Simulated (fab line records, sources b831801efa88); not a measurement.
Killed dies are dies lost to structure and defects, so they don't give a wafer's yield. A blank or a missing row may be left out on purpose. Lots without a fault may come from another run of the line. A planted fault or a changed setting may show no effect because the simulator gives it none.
Which tool did it? | flow gf180mcu | 6 lots, 18 wafers sampled, at 1 step of a route of 602

WHAT THE GAUGES READ, wafer by wafer
GF_V4_CD_MEAS_14: target cd 260 nm.
lot  | measured     | on        | cd_nm (nm)
L939 | day 27 14:07 | cd_sem-01 | 259.4 259.0 262.0
L941 | day 28 05:26 | cd_sem-01 | 259.5 260.0 259.8
L943 | day 28 20:07 | cd_sem-01 | 261.7 260.2 261.4
L947 | day 30 05:24 | cd_sem-01 | 258.1 258.5 258.5
L949 | day 30 20:07 | cd_sem-01 | 259.0 260.0 258.4
L951 | day 31 05:33 | cd_sem-02 | 260.3 260.9 259.7

WHICH TOOL RAN EACH LOT (tool, then ch and the chambers of the sampled wafers, then the start)
The record holds no process step before these readings.

THE ANSWER, worked out from the rows above alone
Rule: what is usual is taken from the lots themselves. Put in order of their means at a reading, lots are off if they are a third of the lots or fewer, leave a main group of 4 or more, and stand apart from it by a gap of 3 or more times the standard deviation of the main group's means; of several such gaps the widest counts. A main group whose means are all the same, to the digits that the tables above print for the reading, isn't used. A lot without any number at a reading at which 4 lots or more have one is off too. The other lots that the step has rows for count as sound.
No lot is off at any reading shown: from this, nothing can be told.

WHAT THE SIMULATOR HAD PUT IN
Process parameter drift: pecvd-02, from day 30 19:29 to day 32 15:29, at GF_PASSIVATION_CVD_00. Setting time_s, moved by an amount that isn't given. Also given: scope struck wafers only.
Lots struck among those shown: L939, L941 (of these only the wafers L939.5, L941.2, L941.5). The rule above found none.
